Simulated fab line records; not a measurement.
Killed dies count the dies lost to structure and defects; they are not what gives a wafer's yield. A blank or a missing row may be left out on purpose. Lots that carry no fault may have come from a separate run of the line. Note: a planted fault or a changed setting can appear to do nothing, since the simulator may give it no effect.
Lot-split experiment | flow sfq-line | route with 325 steps; 5 lots, 23 wafers read

== ABOUT THE SPLIT ==
At SFQ_TRILAYER_R5_DEP_SPUTTER_132 (material Ti, target thk 5 nm, time 5 s), the setting power-w was moved away from the recipe's 2000 W on 12 of the 23 wafers read, by -10.0% to +9.6%. All remaining wafers had this setting at the recipe value.

The reading comes from the split's own step.

== THE READING ==
Ti_of_TRILAYER_R5_DEP_SPUTTER_132.thk-nm (the simulator's own value, which no gauge read), in nm, at SFQ_TRILAYER_R5_DEP_SPUTTER_132 (material Ti, target thk 5 nm, time 5 s). No usual value for it is given in the file. Average 4.996 nm, standard deviation 0.098 nm, over the 11 wafers here run with the recipe.

wafer  | tool, chamber at the split | power-w as run, W | against the recipe | Ti_of_TRILAYER_R5_DEP_SPUTTER_132.thk-nm, nm | against lot-mates on the recipe
L074.4 | pvd-sputter-04, -          | 2000              | recipe             | 5.08                                         | -
L074.5 | pvd-sputter-04, -          | 2000              | recipe             | 5.086                                        | -
L074.6 | pvd-sputter-04, -          | 2000              | recipe             | 5.058                                        | -
L076.1 | pvd-sputter-03, -          | 2000              | recipe             | 5.077                                        | -
L076.2 | pvd-sputter-03, -          | 1850              | -7.5%              | 4.757                                        | -0.332
L076.3 | pvd-sputter-03, -          | 1850              | -7.5%              | 4.627                                        | -0.462
L076.4 | pvd-sputter-03, -          | 2000              | recipe             | 5.101                                        | -
L076.6 | pvd-sputter-03, -          | 1850              | -7.5%              | 4.622                                        | -0.467
L080.1 | pvd-sputter-05, -          | 1801              | -10.0%             | 4.548                                        | -0.406
L080.2 | pvd-sputter-05, -          | 2000              | recipe             | 4.971                                        | -
L080.4 | pvd-sputter-05, -          | 2000              | recipe             | 4.937                                        | -
L080.5 | pvd-sputter-05, -          | 1801              | -10.0%             | 4.497                                        | -0.457
L080.6 | pvd-sputter-05, -          | 1801              | -10.0%             | 4.446                                        | -0.508
L084.2 | pvd-sputter-05, -          | 2192              | +9.6%              | 5.322                                        | +0.502
L084.3 | pvd-sputter-05, -          | 2192              | +9.6%              | 5.273                                        | +0.452
L084.4 | pvd-sputter-05, -          | 2000              | recipe             | 4.814                                        | -
L084.5 | pvd-sputter-05, -          | 2192              | +9.6%              | 5.295                                        | +0.474
L084.6 | pvd-sputter-05, -          | 2000              | recipe             | 4.827                                        | -
L085.1 | pvd-sputter-03, -          | 2000              | recipe             | 5.038                                        | -
L085.2 | pvd-sputter-03, -          | 1887              | -5.6%              | 4.772                                        | -0.233
L085.3 | pvd-sputter-03, -          | 2000              | recipe             | 4.972                                        | -
L085.5 | pvd-sputter-03, -          | 1887              | -5.6%              | 4.812                                        | -0.193
L085.6 | pvd-sputter-03, -          | 1887              | -5.6%              | 4.798                                        | -0.207

FIT RESULTS
A straight line over all 23 wafers: Ti_of_TRILAYER_R5_DEP_SPUTTER_132.thk-nm changes by +0.0398 nm for each +1% of power-w; r = +0.94; the points scatter about the line by 0.089 nm.
The same after taking each lot's own level away (the mean of its wafers on the recipe; 23 wafers): +0.0485 nm for each +1%; r = +0.99; scatter 0.047 nm.
The reading moves by 0.48 nm for the largest change in power-w, on that fit.
The span of the lots' own levels, 4.8205 to 5.0890 nm, comes to 2.8 times the standard deviation stated above.
Hence the slope depends on the lot-to-lot level, as the two fits are not the same.
Check: for one of the wafers moved furthest among these (-10.0%), held out of the fit, the line's prediction against its lot-mates is -0.487 nm. It came out at -0.406 nm against them.

== OTHER SPLITS APPLIED TO THESE WAFERS ==
Before the reading, these wafers also passed through other splits. Each is held against what the fit with the lots' levels taken away leaves over:
other split on the same wafers                  | wafers away from the commonest value | r with Ti_of_TRILAYER_R5_DEP_SPUTTER_132.thk-nm (lot level and that fit taken away)
SFQ_TRILAYER_JJ_TRILAYER_DEP_SPUTTER_112 time-s | 8                                    | +0.07
SFQ_TRILAYER_M5_LITHO_COAT_123 spin-rpm         | 11                                   | -0.53
SFQ_TRILAYER_M5_ETCH_METAL_ETCH_126 time-s      | 2                                    | +0.34

== FILE'S OWN FIT ==
Ti_of_TRILAYER_R5_DEP_SPUTTER_132.thk-nm changes by +0.0482 nm for each +1% of power-w, r = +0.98.
